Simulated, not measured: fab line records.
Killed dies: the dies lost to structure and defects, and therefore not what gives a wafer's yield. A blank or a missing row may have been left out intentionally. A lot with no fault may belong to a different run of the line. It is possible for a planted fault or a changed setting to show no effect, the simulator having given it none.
The tool behind it: which one? | flow sky130 | 7 lots (21 wafers sampled), 1 step of a 708-step route

== WHAT EACH GAUGE READ, for each wafer ==
SKY_LI_CONTACT_BOW_MEAS_03.
lot  | measured     | on           | LI_CONTACT_BOW (um)
L589 | day 27 22:52 | filmMetro-04 | 50 58 58
L592 | day 29 06:58 | filmMetro-03 | 53 52 45
L594 | day 29 17:34 | filmMetro-03 | 48 56 54
L596 | day 30 13:02 | filmMetro-04 | 66 62 58
L605 | day 33 13:53 | filmMetro-04 | 49 65 67
L607 | day 34 05:37 | filmMetro-04 | 67 65 65
L611 | day 35 12:04 | filmMetro-04 | 73 58 49

== EACH LOT AND THE TOOL THAT RAN IT (in order: tool; ch and the chambers of the sampled wafers; start) ==
The record holds no process step before these readings.

== THE ANSWER, worked out from the rows above alone ==
Rule: the usual values come from the lots themselves. Put in order of their means at a reading, lots are off if they are a third of the lots or fewer, leave a main group of 4 or more, and stand apart from it by a gap of 3 or more times the standard deviation of the main group's means; of several such gaps the widest counts. A main group is skipped when, at the precision printed for the reading in the tables above, its means are all equal. A lot without any number at a reading at which 4 lots or more have one is off too. All remaining lots with rows at the step are treated as sound.
Nothing can be told from this: no lot is off at any reading shown.

== WHAT THE SIMULATOR HAD INSERTED ==
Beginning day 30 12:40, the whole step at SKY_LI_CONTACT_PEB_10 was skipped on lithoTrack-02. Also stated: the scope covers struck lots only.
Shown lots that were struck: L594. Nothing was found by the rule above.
